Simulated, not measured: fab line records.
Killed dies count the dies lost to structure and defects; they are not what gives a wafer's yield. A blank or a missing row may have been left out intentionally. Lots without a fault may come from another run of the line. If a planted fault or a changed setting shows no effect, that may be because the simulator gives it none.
A struck lot beside a sound one + flow sfq-line + 19 steps out of a route of 325
Sound: the wafers L422.2, L422.4, L422.5. Struck: wafers L411.2, L411.4, L411.5. At the end, the cause is stated.
Each step with rows lists, per side, the tool, then ch with its chambers, then its first start. Under that, the readings that differ: sound wafers + struck wafers + difference of the means + sigmas: that difference in standard deviations of wafers without a fault.
alike: readings whose means differ by less than 2 such deviations, and words and numbers that are the same on both sides. not compared: withheld readings, readings that some wafer has no value for, bounds like >300 that may hide the same value, and numbers for which the record gives no deviation and whose values overlap.
A row with sigmas, a row that says differs or no value, or rows on one side alone: a step with any of these is where the two part. When numbers do not overlap yet have no deviation, they are printed without sigmas and do not part them. Lack of a reading on every wafer of one side parts them only where that side has two or more wafers.

first, 4 steps without rows for these wafers: SFQ_TRILAYER_I5_LITHO_SOFTBAKE_148; SFQ_TRILAYER_I5_LITHO_EXPOSE_145 (exposes mask I5, target cd 700 nm); SFQ_TRILAYER_I5_LITHO_PEB_147 (peb time 60 s); SFQ_TRILAYER_I5_LITHO_DEVELOP_146 (time 60 s).
SFQ_I5_OVL_MEAS_936:
  sound on overlay-02, day 75 05:32; struck on overlay-01, day 73 13:56
  alike: I5_OVL
SFQ_TRILAYER_I5_BARC_OPEN_VIA_ETCH_200: etches BARC in O2, target depth 125 nm, time 41.7 s.
  sound on rie-diel-01 ch 3, day 75 05:34; struck on rie-diel-02 ch 1,2,3, day 73 13:58
  alike: bias-w, drypump-motor-current-A, oes-product-au
  not compared: rf-hours-counter-h
SFQ_TRILAYER_I5_ETCH_VIA_ETCH_147: etches the open film in CHF3, stops on Nb, target depth 360 nm.
  sound on rie-diel-01 ch 3, day 75 05:37; struck on rie-diel-02 ch 1,2,3, day 73 14:00
  alike: bias-w, drypump-motor-current-A, oes-product-au
SFQ_TRILAYER_I5_STRIP_STRIP_148: strips in O2.
  sound on rie-metal-01 ch 1, day 75 05:50; struck on rie-metal-01 ch 0,1, day 73 14:09
  alike: drypump-motor-current-A, oes-product-au
  not compared: rf-hours-counter-h
then, 4 steps without rows for these wafers: SFQ_TRILAYER_I5_STRIP_SOLV_CLEAN_149 (cleans in NMP, time 600 s); SFQ_TRILAYER_C5_LITHO_COAT_156 (resist thk 62 nm); SFQ_TRILAYER_C5_LITHO_COAT_151 (resist thk 650 nm); SFQ_TRILAYER_C5_LITHO_SOFTBAKE_155.
-- the record jumps here: 4 days lie between the struck wafers' starts before and after --
SFQ_TRILAYER_C5_LITHO_EXPOSE_152: exposes mask C5, target cd 500 nm.
  sound on krf-scanner-02 ch 0, day 78 15:59; struck on krf-scanner-01 ch 0, day 77 05:41
| reading              | sound                | struck               | difference | sigmas |
|----------------------|----------------------|----------------------|------------|--------|
| exposure-dose-mJ-cm2 | 21.327 21.308 21.309 | 22.786 22.754 22.782 | +1.459     | +63    |
  alike: mask, reticle-temp-C
then, 2 steps without rows for these wafers: SFQ_TRILAYER_C5_LITHO_PEB_154 (peb time 60 s); SFQ_TRILAYER_C5_LITHO_DEVELOP_153 (time 60 s).
SFQ_C5_OVL_MEAS_937:
  sound on overlay-02, day 78 17:17; struck on overlay-02, day 77 06:59
  alike: C5_OVL
SFQ_TRILAYER_C5_BARC_OPEN_VIA_ETCH_210: etches BARC in O2, target depth 125 nm, time 41.7 s.
  sound on rie-diel-03 ch 0,1,2, day 78 17:19; struck on rie-diel-03 ch 0,1,3, day 77 07:01
| reading             | sound             | struck            | difference | sigmas |
|---------------------|-------------------|-------------------|------------|--------|
| model.C5.cd-nm (nm) | 498.8 501.1 499.8 | 510.8 513.6 513.5 | +12.7      |        |
  alike: bias-w, drypump-motor-current-A, oes-product-au
  not compared: rf-hours-counter-h
SFQ_TRILAYER_C5_ETCH_VIA_ETCH_154: etches SiO2 in CHF3, stops on Nb, target depth 84 nm.
  sound on rie-diel-03 ch 0,1,2, day 78 17:21; struck on rie-diel-03 ch 0,1,3, day 77 07:04
| reading             | sound             | struck        | difference | sigmas |
|---------------------|-------------------|---------------|------------|--------|
| model.C5.cd-nm (nm) | 498.7 500.7 499.4 | 511 513 513.4 | +13        |        |
  alike: bias-w, drypump-motor-current-A, oes-product-au
SFQ_TRILAYER_C5_STRIP_STRIP_155: strips in O2.
  sound on rie-metal-04 ch 0,1, day 78 17:24; struck on rie-metal-02 ch 0,1, day 77 07:07
  alike: drypump-motor-current-A, oes-product-au
  not compared: rf-hours-counter-h

WHERE THEY PART
Only at SFQ_TRILAYER_C5_LITHO_EXPOSE_152, as far as this record shows. Later steps at which nothing parts them and some readings are alike: SFQ_C5_OVL_MEAS_937, SFQ_TRILAYER_C5_BARC_OPEN_VIA_ETCH_210, SFQ_TRILAYER_C5_ETCH_VIA_ETCH_154, SFQ_TRILAYER_C5_STRIP_STRIP_155.

WHY: whatever the simulator had introduced
Process parameter drift: krf-scanner-01, from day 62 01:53 on, at SFQ_TRILAYER_C5_LITHO_EXPOSE_152. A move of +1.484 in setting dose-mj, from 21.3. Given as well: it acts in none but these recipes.
